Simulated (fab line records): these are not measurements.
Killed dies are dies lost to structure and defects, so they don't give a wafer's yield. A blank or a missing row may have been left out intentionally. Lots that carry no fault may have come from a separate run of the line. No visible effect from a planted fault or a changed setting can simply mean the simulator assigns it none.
8D (eight disciplines) problem report, filled in by code | flow gf180mcu | the parts of the form that need people (team, actions taken, sign-off) are left out

== 1. WHAT IS WRONG ==
wafer_temp_C_max at GF_SALICIDE_RTA_06 reads a mean of 484.2 on 9 wafers of 3 lots; wafers without a fault read 532.0 with a standard deviation of 0.74. Relative to the usual mean, that is a shift of -65 standard deviations.
The step: time 30 s.
Seen first at day 17 09:24 on rtp_anneal-01, wafer L704.1. The record has a number at this step for 21 wafers belonging to 7 lots. Rule for "out", or "out of limits": more than 4 standard deviations from the usual mean. The other wafers with a number count as sound.

== 2. WHAT IT IS; WHAT IT IS NOT ==
question                    | is                     | is not
which readings at this step | wafer_temp_C_max       | -
which lots                  | L704, L705, L706       | L698, L715, L718, L721
which wafers of those lots  | all that have a number | -
read on which tools         | rtp_anneal-01          | rtp_anneal-02
when                        | from day 17 09:24      | up to then (3 sound wafers); but 9 sound wafers of L715, L718, L721 came after

== 3. SUSPECTS, AND WHAT RULES EACH OUT ==
Counting: a tool at any process step up to the reading remains a suspect when it ran all the lots that are out and ran no sound lot after the first of those.
- rtp_anneal-01 at GF_SALICIDE_RTA_06 (time 30 s): ruled out as a lasting fault. The sound lots L715, L718 went through it after L704, its earliest lot that is out (day 17 09:24).
Left after counting: nothing in the record.

== 4. THE CAUSE (what the simulator had put in) ==
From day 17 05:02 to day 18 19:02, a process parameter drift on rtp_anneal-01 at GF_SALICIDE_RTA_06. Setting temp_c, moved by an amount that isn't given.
Counting ruled it out, wrongly.

== 5. THE CHAIN OF EFFECTS, in route order ==
One row per reading whose mean, taken over the struck wafers that have a number, lies over 3 standard deviations from the usual. Readings are gone through only where the record gives a usual standard deviation; hours: the median, over the lots, of the time from a lot's start at the first step in this table giving one to that lot's start at this step; sigmas: the change measured in usual standard deviations.
hours | step               | reading          | usual  | on struck wafers | change | sigmas
0     | GF_SALICIDE_RTA_06 | lamp_power_pct   | 5.29 % | 4.49             | -0.80  | -4.0
0     | GF_SALICIDE_RTA_06 | wafer_temp_C_max | 532.0  | 484.2            | -47.8  | -65
Its process steps:
- GF_SALICIDE_RTA_06: time 30 s.

== 6. WHAT WOULD HAVE CAUGHT IT SOONER ==
4 hours passed between the start of the fault at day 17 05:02 and the first reading out of limits in this record, taken at day 17 09:24.
